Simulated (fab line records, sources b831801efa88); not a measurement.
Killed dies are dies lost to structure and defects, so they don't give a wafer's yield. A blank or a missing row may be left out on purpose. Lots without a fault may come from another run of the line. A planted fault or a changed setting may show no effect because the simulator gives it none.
One fault seen from 2 desks | flow sky130 | each desk has only its own numbers; what lay behind them comes last

THE METROLOGY DESK
What the gauges read, lot by lot, whatever tool the lot ran on: means of the sampled wafers that have a number. A lot is out of limits, marked OUT, if its mean lies more than 4 standard deviations from the usual mean; the brackets give that distance.
Columns: A = POLY_GATE_OVL at SKY_POLY_GATE_OVL_MEAS_14, usual -2 nm; B = POLY_GATE_OXIDATION_THK at SKY_POLY_GATE_THK_MEAS_21, usual 4.00 nm; C = LDD_LDN_TW at SKY_LDD_LDN_TW_MEAS_13, usual 1478
lot  | first seen here | A  | B    | C
L959 | day 16 20:09    | -6 | 3.97 | 1457
L962 | day 17 22:31    | -9 | 4.12 | 1463
L961 | day 17 22:59    | -1 | 4.06 | 1485
L964 | day 18 15:21    | -2 | 3.99 | 1496
L966 | day 19 08:58    | 1  | 4.13 | 1460
L967 | day 19 09:09    | -2 | 3.95 | 1495
L968 | day 20 05:57    | -4 | 4.00 | 1459
L970 | day 20 21:24    | 7  | 3.82 | 1460
L971 | day 21 05:31    | -7 | 3.96 | 1498
L973 | day 22 00:36    | 0  | 4.07 | 1491
L975 | day 22 19:12    | -6 | 3.99 | 1447
L976 | day 22 22:13    | -5 | 4.03 | 1404 (-4.4) OUT
L981 | day 24 14:15    | -6 | 3.92 | 1475
L982 | day 24 18:22    | -2 | 4.01 | 1490
This desk's finding: out of limits on L976; first on L976, day 29 02:11 (LDD_LDN_TW at SKY_LDD_LDN_TW_MEAS_13). In limits: L959, L962, L961, L964, L966, L967, L968, L970, L971, L973, L975, L981, L982.

THE TOOL OWNER'S DESK: implanter-04
The tool's own readings at SKY_LDD_LDN_IMPLANT_10: means of the sampled wafers that have a number, for each lot that ran on this tool. A lot is out of limits, marked OUT, if its mean lies more than 4 standard deviations from the usual mean; the brackets give that distance.
Columns: A = beam_energy_keV at SKY_LDD_LDN_IMPLANT_10, usual 15.000; B = dose_ions_cm2 at SKY_LDD_LDN_IMPLANT_10, usual 1.25e+13; C = faraday_current_uA at SKY_LDD_LDN_IMPLANT_10, usual 70.4
lot  | first seen here | A      | B                          | C
L961 | day 24 11:12    | 15.000 | 1.25e+13                   | 69.9
L971 | day 27 12:32    | 14.999 | 1.25e+13                   | 69.7
L975 | day 28 23:54    | 15.000 | 7.12e+12 (-99 or more) OUT | 40.7 (-23) OUT
L976 | day 29 01:49    | 15.000 | 7.13e+12 (-99 or more) OUT | 39.8 (-24) OUT
This desk's finding: out of limits on L975, L976; first on L975, day 28 23:54 (dose_ions_cm2 at SKY_LDD_LDN_IMPLANT_10). In limits: L961, L971.

PUT TOGETHER
The tool owner's desk could have raised an alarm at day 28 23:54, on L975, L976.
The metrology desk could have raised an alarm at day 29 02:11, on L976.
The metrology desk has L975 on record, within its limits.
Of the lots named, all ran SKY_LDD_LDN_IMPLANT_10 on implanter-04.

WHAT THE SIMULATOR HAD PUT IN
Process parameter drift: implanter-04, from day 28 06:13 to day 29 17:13, at SKY_LDD_LDN_IMPLANT_10. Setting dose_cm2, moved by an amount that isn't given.
Lots struck among those shown: L975, L976.
Hours from the fault's start to each desk's first reading out of limits: the tool owner's desk, 18; the metrology desk, 20.
